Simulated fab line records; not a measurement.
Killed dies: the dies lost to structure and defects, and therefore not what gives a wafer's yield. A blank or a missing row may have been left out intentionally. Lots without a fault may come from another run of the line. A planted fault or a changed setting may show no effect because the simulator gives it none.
Which tool did it? + flow sfq_line + 42 wafers sampled from 14 lots at 1 step of a route of 325

WHAT THE GAUGES READ, wafer by wafer
No reading from a measuring or inspecting step in the record can be judged against a usual standard deviation.

EACH LOT AND THE TOOL THAT RAN IT (in order: tool; ch and the chambers of the sampled wafers; start)
| lot  | SFQ_TRILAYER_I1_VIA_LITHO_EXPOSE_050 |
|------|--------------------------------------|
| L524 | krf_scanner-01 ch 0, day 24 05:22    |
| L525 | krf_scanner-01 ch 0, day 24 13:32    |
| L526 | krf_scanner-02, day 26 14:41         |
| L527 | krf_scanner-02, day 26 18:20         |
| L528 | krf_scanner-02 ch 0, day 26 21:08    |
| L536 | krf_scanner-02 ch 0, day 35 06:25    |
| L537 | krf_scanner-01 ch 0, day 35 11:08    |
| L539 | krf_scanner-01 ch 0, day 36 03:29    |
| L540 | krf_scanner-02 ch 0, day 36 19:25    |
| L542 | krf_scanner-02 ch 0, day 37 12:01    |
| L543 | krf_scanner-02 ch 0, day 37 19:37    |
| L545 | krf_scanner-02 ch 0, day 38 15:49    |
| L546 | krf_scanner-02 ch 0, day 38 19:25    |
| L547 | krf_scanner-02 ch 0, day 39 07:28    |
- SFQ_TRILAYER_I1_VIA_LITHO_EXPOSE_050: exposes mask I1, target cd 500 nm.

AS READ BY THE TOOLS THEMSELVES (means over the sampled wafers that have a number; for cases with no such wafer, the mark the record gives instead)
SFQ_TRILAYER_I1_VIA_LITHO_EXPOSE_050.
| lot  | tool           | exposure_dose_mJ_cm2 | focus_offset_nm (nm) |
|------|----------------|----------------------|----------------------|
| L524 | krf_scanner-01 | 21.308               | 0.5                  |
| L525 | krf_scanner-01 | 21.285               | -0.4                 |
| L526 | krf_scanner-02 | -                    | -                    |
| L527 | krf_scanner-02 | -                    | -                    |
| L528 | krf_scanner-02 | 21.292               | -0.3                 |
| L536 | krf_scanner-02 | 21.301               | 0.2                  |
| L537 | krf_scanner-01 | 21.334               | -0.5                 |
| L539 | krf_scanner-01 | 21.307               | 0.1                  |
| L540 | krf_scanner-02 | 21.295               | -0.2                 |
| L542 | krf_scanner-02 | 21.303               | -0.3                 |
| L543 | krf_scanner-02 | 21.269               | -0.8                 |
| L545 | krf_scanner-02 | 21.281               | -0.2                 |
| L546 | krf_scanner-02 | 21.291               | 0.3                  |
| L547 | krf_scanner-02 | 21.300               | 0.6                  |

THE ANSWER, worked out from the rows above alone
Rule: the lots themselves supply what counts as usual. The widest of any qualifying gaps counts: lots, ordered by their means at a reading, are off when they make up no more than a third of the lots, leave a main group of 4 or more, and stand apart from it by 3 or more times the standard deviation of that group's means. Not used: any main group whose means are identical at the precision the tables above print for the reading. A lot without any number at a reading at which 4 lots or more have one is off too. Where the step has rows for the other lots, those lots are counted as sound. After the gauges, taken in route order, come the tools' own readings; for these a lot's mean is taken, as printed above. At the first step where some lot is off, the reading lying furthest off is the one used; lots without a number count as furthest.
Off at SFQ_TRILAYER_I1_VIA_LITHO_EXPOSE_050 (exposure_dose_mJ_cm2): L526, L527. Without a number there: L526, L527. The main group has a mean of 21.297 with a standard deviation of 0.016.
If a tool, at that step or one of the process steps before it, ran each lot that is off and ran no sound lot following the first of them, it fits. Not one of the candidates tried fits.

WHAT HAD BEEN PUT IN BY THE SIMULATOR
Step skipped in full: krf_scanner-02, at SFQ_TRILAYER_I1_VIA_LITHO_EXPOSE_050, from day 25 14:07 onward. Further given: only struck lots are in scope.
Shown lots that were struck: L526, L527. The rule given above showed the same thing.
